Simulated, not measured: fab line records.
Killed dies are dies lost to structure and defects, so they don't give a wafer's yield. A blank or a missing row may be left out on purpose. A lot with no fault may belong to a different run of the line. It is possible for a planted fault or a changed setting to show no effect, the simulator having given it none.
fab line records    flow sfq-line
record: lots: 6  wafers: 18  last-day: 92
route steps=325 shown I2@114 M3@118
lots that met no fault: from a run of the same line without faults
start-h: the number of hours between the record's first day and the start of the first shown wafer of the lot    wait-h: how many hours have passed since the lot's step before this one    " as in the row above    L1.1+2: several wafers, shown together as one row    - no value present, or no start provided    * or withheld: withheld    < > ~ a bound
route shown NAME@n: names a module that has steps shown in the file, with the first one's number in the route    usual: mean and standard deviation over wafers with no fault    same: alike in all rows    chamber/n: place in a boat    sites: readings site by site    _std_site: the standard deviation of these    _edge_site: mean of outer sites minus mean of inner sites    radius-mm: for every site, how far away it sits from the centre of the wafer    mask NAME#n: copy n    behind: the tool/chamber that last shaped the wafer    hold: what put the lot on hold/how long, in hours/how the hold closed    device: the transistor (n, p or np) that didn't switch    end of line: tests run on the same wafers once the route is complete    step lacking rows: just its recipe    killed: dies lost to structure and defects at the first sort, not the wafer's yield    map: per-die view of a wafer (x killed, . not killed, _ where there is no die)
set.NAME: the setting the step ran with; set.NAME@STEP: the setting that earlier step ran with    model.NAME: the simulator's own value behind a step, which no gauge read
lots at some steps of the route; a table a step, a row a wafer
services: a tool's chamber out of use, with start hour (start-h, from the record's first day; less than 0 if before it), hours out, and reason
== steps ==
step: SFQ_TRILAYER_I2_VIA_BARC_OPEN_VIA_ETCH_096
recipe: mask-material: PR  chemistry: O2  target-depth-nm: 125  target: BARC  source-w: 500  bias-w: 80  pressure-mtorr: 30  time-s: 41.7
usual: drypump-motor-current-A: 5.6/0.62  oes-product-au: 0.685/0.0041
lot.wafer  tool         chamber  start-h  wait-h  drypump-motor-current-A  oes-product-au  rf-hours-counter-h
L535.3     rie-diel-03  3        1031.75  0.0     4.7                      0.681           3
L535.4     "            1        "        "       5.0                      0.689           1
L535.6     "            3        "        "       4.7                      0.675           -
L541.1     rie-diel-03  0        1084.63  0.0     6.5                      0.680           17
L541.2     "            2        "        "       5.7                      0.691           1
L541.6     "            2        "        "       5.7                      0.692           -
L546.1     rie-diel-02  3        1093.03  0.0     5.8                      0.685           8
L546.2     "            0        "        "       5.5                      0.688           8
L546.4     "            2        "        "       5.0                      0.679           2
L547.1     rie-diel-03  0        1094.23  0.0     6.5                      0.685           17
L547.2     "            1        "        "       5.0                      0.681           2
L547.6     "            1        "        "       5.0                      0.681           -
L552.1     rie-diel-01  2        1106.45  0.0     6.8                      0.679           3
L552.5     "            2        "        "       6.9                      0.679           -
L552.6     "            1        "        "       5.5                      0.683           -
L554.1     rie-diel-01  0        1112.45  0.0     5.7                      0.687           12
L554.3     "            2        "        "       6.9                      0.688           3
L554.4     "            3        "        "       5.3                      0.694           2
step: SFQ_TRILAYER_I2_VIA_ETCH_VIA_ETCH_070
recipe: target: SiO2  stop-on: Nb  mask-material: PR  taper-deg: 20  chemistry: CHF3  target-depth-nm: 260  source-w: 500  bias-w: 80  pressure-mtorr: 30  time-s: withheld
usual: drypump-motor-current-A: 5.6/0.62  oes-product-au: 0.854/0.0048
lot.wafer  tool         chamber  start-h  wait-h  drypump-motor-current-A  oes-product-au
L535.3     rie-diel-03  3        1031.79  0.0     4.7                      0.853
L535.4     "            1        "        "       5.0                      0.848
L535.6     "            3        "        "       4.7                      0.858
L541.1     rie-diel-03  0        1084.67  0.0     6.5                      0.855
L541.2     "            2        "        "       5.7                      0.853
L541.6     "            2        "        "       5.8                      0.850
L546.1     rie-diel-02  3        1093.07  0.0     5.8                      0.856
L546.2     "            0        "        "       5.5                      0.855
L546.4     "            2        "        "       5.0                      0.853
L547.1     rie-diel-03  0        1094.27  0.0     6.5                      0.850
L547.2     "            1        "        "       5.0                      0.850
L547.6     "            1        "        "       5.0                      0.858
L552.1     rie-diel-01  2        1106.49  0.0     6.8                      0.857
L552.5     "            2        "        "       6.8                      0.864
L552.6     "            1        "        "       5.5                      0.856
L554.1     rie-diel-01  0        1112.49  0.0     5.6                      0.846
L554.3     "            2        "        "       6.9                      0.855
L554.4     "            3        "        "       5.3                      0.861
step: SFQ_TRILAYER_I2_VIA_STRIP_STRIP_071
recipe: gas: O2  power-w: 200  platen-temp-c: 40  overash-fraction: 0.65  chemistry: O2  pressure-mtorr: 50
usual: drypump-motor-current-A: 6.0/0.35  oes-product-au: 1.005/0.012  platen-temp-c: 40.01/0.12
lot.wafer  tool          chamber  start-h  wait-h  drypump-motor-current-A  oes-product-au  platen-temp-c  rf-hours-counter-h
L535.3     rie-metal-04  1        1032.17  -       5.2                      1.011           39.97          -
L535.4     "             0        "        "       6.4                      0.995           39.92          -
L535.6     "             0        "        "       6.4                      0.995           39.92          -
L541.1     rie-metal-01  1        1084.78  -       6.1                      0.980           39.96          67
L541.2     "             0        "        "       6.0                      1.007           40.08          104
L541.6     "             1        "        "       6.1                      0.981           40.00          -
L546.1     rie-metal-02  0        1093.18  -       6.2                      1.013           40.19          28
L546.2     "             1        "        "       5.9                      1.010           40.08          142
L546.4     "             0        "        "       6.2                      1.025           40.10          -
L547.1     rie-metal-04  0        1094.38  -       6.4                      0.991           40.06          18
L547.2     "             1        "        "       5.1                      1.021           39.97          13
L547.6     "             1        "        "       5.1                      1.011           40.17          -
L552.1     rie-metal-01  1        1106.61  -       6.1                      0.989           39.92          69
L552.5     "             0        "        "       6.0                      0.996           40.09          -
L552.6     "             1        "        "       6.1                      0.988           39.95          -
L554.1     rie-metal-02  0        1112.61  -       6.2                      1.011           40.15          30
L554.3     "             0        "        "       6.2                      1.005           39.98          -
L554.4     "             1        "        "       5.9                      1.009           40.16          -
step: SFQ_TRILAYER_I2_VIA_STRIP_SOLV_CLEAN_072
recipe: chemistry: NMP  temp-c: 70  time-s: 600
step: SFQ_TRILAYER_M3_DEP_PRE_CLEAN_074
recipe: gas: Ar  time-s: 22.5  bias-v: 250
step: SFQ_TRILAYER_M3_DEP_SPUTTER_073
recipe: material: Nb  base-pressure-pa: 1.33e-06  chamber-pressure-pa: 0.1333  substrate-temp-c: 20  resputter-cathode-voltage-v: 400  target-thk-nm: 200  power-w: 2000  time-s: 133.3
usual: throttle-valve-pct: 29.9/0.75
lot.wafer  tool            chamber  start-h  wait-h  throttle-valve-pct
L535.3     pvd-sputter-06  -        1032.91  0.0     29.2
L535.4     "               -        "        "       28.1
L535.6     "               -        "        "       29.5
L541.1     pvd-sputter-04  -        1085.59  0.0     30.4
L541.2     "               -        "        "       30.3
L541.6     "               -        "        "       30.8
L546.1     pvd-sputter-04  -        1093.99  0.0     30.7
L546.2     "               -        "        "       30.9
L546.4     "               -        "        "       29.2
L547.1     pvd-sputter-06  -        1095.19  0.0     29.8
L547.2     "               -        "        "       29.9
L547.6     "               -        "        "       30.1
L552.1     pvd-sputter-06  -        1107.41  0.0     30.0
L552.5     "               -        "        "       29.7
L552.6     "               -        "        "       29.4
L554.1     pvd-sputter-04  -        1113.41  0.0     30.7
L554.3     "               -        "        "       31.1
L554.4     "               -        "        "       31.2
step: SFQ_M3_RS_MEAS_919
recipe: thk-meas-gauge: four-point-probe  reads: Nb_of_TRILAYER_M3_DEP_SPUTTER_073
usual: M3_NB_RS: 0.890/0.0097
lot.wafer  tool           chamber  start-h  wait-h  M3_NB_RS[ohm/sq]
L535.3     film-metro-01  -        1033.04  0.1     0.896
L535.4     "              -        "        "       0.906
L535.6     "              -        "        "       0.905
L541.1     film-metro-01  -        1085.68  0.0     0.901
L541.2     "              -        "        "       0.900
L541.6     "              -        "        "       0.902
L546.1     film-metro-01  -        1094.08  0.0     0.908
L546.2     "              -        "        "       0.888
L546.4     "              -        "        "       0.890
L547.1     film-metro-04  -        1095.28  0.0     0.870
L547.2     "              -        "        "       0.885
L547.6     "              -        "        "       0.880
L552.1     film-metro-03  -        1107.50  0.0     0.887
L552.5     "              -        "        "       0.876
L552.6     "              -        "        "       0.886
L554.1     film-metro-04  -        1113.50  0.0     0.901
L554.3     "              -        "        "       0.890
L554.4     "              -        "        "       0.887
step: SFQ_TRILAYER_M3_LITHO_COAT_080
recipe: resist: BARC  spin-rpm: 3000  resist-thk-nm: 62
step: SFQ_TRILAYER_M3_LITHO_COAT_075
recipe: resist: KrF  spin-rpm: 3000  resist-thk-nm: 600
step: SFQ_TRILAYER_M3_LITHO_SOFTBAKE_079
recipe: temp-c: withheld  time-s: withheld  resist: KrF
step: SFQ_TRILAYER_M3_LITHO_EXPOSE_076
recipe: mask-id: M3  na: 0.6  source-shape: conventional  sigma-outer: 0.65  target-cd-nm: 500  dose-mj: 14.4
step: SFQ_TRILAYER_M3_LITHO_PEB_078
recipe: peb-temp-c: 115  peb-time-s: 60  resist: KrF
usual: chill-plate-temp-C: 23.02/0.097  exhaust-pa: 45.0/0.86
lot.wafer  tool            chamber  start-h  wait-h  chill-plate-temp-C  exhaust-pa
L535.3     litho-track-02  0        1035.18  0.7     22.97               44.4
L535.4     "               0        "        "       22.94               44.7
L535.6     "               0        "        "       22.92               44.9
L541.1     litho-track-03  0        1212.09  1.0     22.80               43.5
L541.2     "               0        "        "       22.93               44.7
L541.6     "               0        "        "       23.16               43.8
L546.1     litho-track-02  -        1224.09  1.0     -                   -
L546.2     "               -        "        "       -                   -
L546.4     "               -        "        "       -                   -
L547.1     litho-track-03  -        1226.49  1.0     -                   -
L547.2     "               -        "        "       -                   -
L547.6     "               -        "        "       -                   -
L552.1     litho-track-03  0        1239.69  1.0     22.87               44.0
L552.5     "               0        "        "       22.91               45.0
L552.6     "               0        "        "       23.00               44.6
L554.1     litho-track-03  0        1243.29  1.0     22.95               43.2
L554.3     "               0        "        "       22.95               44.6
L554.4     "               0        "        "       23.04               45.0
step: SFQ_TRILAYER_M3_LITHO_DEVELOP_077
recipe: time-s: 60  resist: KrF
== services ==
tool            chamber  start-h  hours  kind
rie-diel-03     0        1052.18  16.6   repair
rie-diel-03     3        1054.10  75.4   repair
rie-metal-01    -        1062.38  2.8    pm
rie-metal-04    -        1066.12  14.6   pm
pvd-sputter-06  -        1078.98  3.2    repair
rie-diel-01     -        1086.99  0.1    repair
pvd-sputter-06  -        1104.24  2.2    repair
rie-metal-04    1        1112.87  2.2    repair
rie-diel-02     -        1117.93  0.7    repair
rie-diel-01     2        1131.12  8.0    repair
rie-metal-02    -        1133.57  0.9    repair
pvd-sputter-04  -        1138.19  2.5    repair
rie-diel-03     0        1141.87  6.6    repair
rie-metal-02    1        1150.30  20.5   repair
rie-diel-01     2        1169.15  12.0   repair
rie-diel-03     3        1177.62  2.6    repair
rie-metal-01    -        1178.15  0.6    repair
rie-diel-03     2        1178.51  16.4   repair
pvd-sputter-04  -        1189.09  1.5    repair
rie-diel-03     1        1197.76  8.2    repair
rie-diel-03     -        1204.75  2.8    pm
rie-diel-02     0        1213.44  20.8   repair
rie-metal-04    -        1222.35  2.8    pm
pvd-sputter-06  -        1238.72  0.5    repair
== key ==
first-sign: step: SFQ_TRILAYER_M3_LITHO_PEB_078  reading: tool-record  direction: missing
effect none on later readings
met-at SFQ_TRILAYER_M3_LITHO_PEB_078
struck-wafers L546.1,L546.2,L546.4,L547.1,L547.2,L547.6
onset-between 1212.09 1224.09
fault: kind: skipped-step-whole  tool: litho-track-02,litho-track-03  chamber: -  onset-h: 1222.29  steps: SFQ_TRILAYER_M3_LITHO_PEB_078  scope: struck-lots-only
